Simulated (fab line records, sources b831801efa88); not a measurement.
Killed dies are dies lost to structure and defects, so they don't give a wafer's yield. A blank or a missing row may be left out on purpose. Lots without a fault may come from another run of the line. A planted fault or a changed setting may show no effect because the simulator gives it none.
Which tool did it? | flow gf180mcu | 6 lots, 18 wafers sampled, at 3 steps of a route of 602

WHAT THE GAUGES READ, wafer by wafer
GF_M4_CD_MEAS_14: target cd 280 nm.
lot  | measured     | on        | cd_nm (nm)
L488 | day 24 14:51 | cd_sem-01 | 281.9 281.4 280.9
L492 | day 25 19:57 | cd_sem-02 | 278.1 279.3 279.4
L495 | day 26 15:57 | cd_sem-01 | 281.8 280.7 281.1
L498 | day 27 18:55 | cd_sem-01 | 280.6 280.0 281.5
L503 | day 29 02:39 | cd_sem-02 | 279.9 280.2 279.8
L509 | day 30 20:09 | cd_sem-02 | 262.7 261.9 262.2

WHICH TOOL RAN EACH LOT (tool, then ch and the chambers of the sampled wafers, then the start)
lot  | GF_M4_SPUTTER_00             | GF_M4_EXPOSE_11
L488 | pvd_sputter-01, day 23 16:58 | krf_scanner-02 ch 0, day 24 04:08
L492 | pvd_sputter-01, day 24 22:07 | krf_scanner-02 ch 0, day 25 09:31
L495 | pvd_sputter-02, day 25 18:20 | krf_scanner-01 ch 0, day 26 05:28
L498 | pvd_sputter-01, day 26 22:11 | krf_scanner-01 ch 0, day 27 09:32
L503 | pvd_sputter-01, day 28 06:52 | krf_scanner-02 ch 0, day 28 17:03
L509 | pvd_sputter-02, day 30 01:49 | krf_scanner-02 ch 0, day 30 11:36
- GF_M4_SPUTTER_00: material Ti, target thk 37.5 nm, time 150 s.
- GF_M4_EXPOSE_11: exposes mask Metal4, target cd 280 nm.

THE ANSWER, worked out from the rows above alone
Rule: what is usual is taken from the lots themselves. Put in order of their means at a reading, lots are off if they are a third of the lots or fewer, leave a main group of 4 or more, and stand apart from it by a gap of 3 or more times the standard deviation of the main group's means; of several such gaps the widest counts. A main group whose means are all the same, to the digits that the tables above print for the reading, isn't used. A lot without any number at a reading at which 4 lots or more have one is off too. The other lots that the step has rows for count as sound.
Off: L509, at GF_M4_CD_MEAS_14 (cd_nm). The main group: mean 280.4 nm, standard deviation 0.9.
A tool fits if, at a process step before that reading, it ran every lot that is off, and no sound lot after the first of them. The gauges at GF_M4_CD_MEAS_14 are tried like those tools. Can't be told from this: 3 tools fit, pvd_sputter-02 at GF_M4_SPUTTER_00, krf_scanner-02 at GF_M4_EXPOSE_11, cd_sem-02 at GF_M4_CD_MEAS_14.

WHAT THE SIMULATOR HAD PUT IN
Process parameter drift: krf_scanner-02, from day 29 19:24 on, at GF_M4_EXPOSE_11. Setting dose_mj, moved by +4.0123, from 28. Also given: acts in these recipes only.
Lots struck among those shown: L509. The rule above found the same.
